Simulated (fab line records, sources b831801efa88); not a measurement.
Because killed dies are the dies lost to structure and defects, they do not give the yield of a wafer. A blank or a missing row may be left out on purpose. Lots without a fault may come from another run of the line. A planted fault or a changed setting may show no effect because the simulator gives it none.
Which tool did it? ; flow sky130 ; 14 lots, 42 wafers sampled, at 2 steps of a route of 708

== WHAT THE GAUGES READ, wafer by wafer ==
SKY_VT_ADJUST_NCORE_CD_MEAS_07: target cd 380 nm. Usual: cdNm 379.4 nm, standard deviation 1.9.
lot;measured;on;cdNm (nm);flag
L449;day 8 18:33;cdSem-02;384.6 383.1 379.7;
L450;day 9 03:16;cdSem-01;381.4 381.7 378.4;
L452;day 9 11:42;cdSem-02;379.6 381.4 382.3;
L453;day 9 18:34;cdSem-01;381.2 381.0 381.6;
L454;day 10 04:36;cdSem-01;377.4 378.9 378.8;
L456;day 10 15:49;cdSem-02;374.1 374.9 376.6;
L458;day 11 07:57;cdSem-02;279.2 279.3 280.1 279.8 279.1 279.8;OFF
L459;day 11 17:36;cdSem-01;377.4 379.6 378.7;
L461;day 12 06:00;cdSem-02;297.8 297.2 301.0 297.6 297.2 301.1;OFF
L463;day 12 20:46;cdSem-01;377.3 375.9 376.6;
L468;day 14 15:38;cdSem-01;379.6 382.6 380.5;
L469;day 14 23:38;cdSem-01;379.6 380.4 378.0;
L470;day 15 14:33;cdSem-02;376.9 380.1 378.0;
L471;day 16 03:21;cdSem-01;377.4 377.0 378.0;

== TOOL THAT RAN EACH LOT (tool first, then ch and the chambers of the sampled wafers, then the start) ==
lot;SKY_VT_ADJUST_NCORE_DEVELOP_06
L449;lithoTrack-03 ch 0, day 8 18:24
L450;lithoTrack-01 ch 0, day 9 03:07
L452;lithoTrack-03 ch 0, day 9 11:33
L453;lithoTrack-01 ch 0, day 9 18:25
L454;lithoTrack-03 ch 0, day 10 04:27
L456;lithoTrack-03 ch 0, day 10 15:40
L458;lithoTrack-03 ch 0, day 11 07:48
L459;lithoTrack-02 ch 0, day 11 17:27
L461;lithoTrack-03 ch 0, day 12 05:51
L463;lithoTrack-01 ch 0, day 12 20:37
L468;lithoTrack-02 ch 0, day 14 15:30
L469;lithoTrack-01 ch 0, day 14 23:29
L470;lithoTrack-03 ch 0, day 15 14:24
L471;lithoTrack-02 ch 0, day 16 03:12
- SKY_VT_ADJUST_NCORE_DEVELOP_06: develop time 60 s.

== AS READ BY THE TOOLS THEMSELVES (means over the sampled wafers that have a number; for cases with no such wafer, the mark the record gives instead) ==
The record holds no such reading with a usual standard deviation.

== THE ANSWER, worked out from the rows above alone ==
Rule: a lot is off if the mean of its wafers that have a number lies more than 3 standard deviations from the usual mean. A lot without any number at a reading at which 4 lots or more have one is off too. The other lots that the step has rows for count as sound. Order of review: gauges by route order, followed by the tools' own readings, for which a lot's mean as printed above is used. At the first step where some lot is off, the reading lying furthest off is the one used; lots without a number count as furthest.
Off: L458, L461 (SKY_VT_ADJUST_NCORE_CD_MEAS_07, cdNm).
A tool fits if, at a process step before that reading, it ran every lot that is off, and no sound lot after the first of them. The gauges at SKY_VT_ADJUST_NCORE_CD_MEAS_07 are tried like those tools. No candidate that was tried fits.

== WHAT HAD BEEN PUT IN BY THE SIMULATOR ==
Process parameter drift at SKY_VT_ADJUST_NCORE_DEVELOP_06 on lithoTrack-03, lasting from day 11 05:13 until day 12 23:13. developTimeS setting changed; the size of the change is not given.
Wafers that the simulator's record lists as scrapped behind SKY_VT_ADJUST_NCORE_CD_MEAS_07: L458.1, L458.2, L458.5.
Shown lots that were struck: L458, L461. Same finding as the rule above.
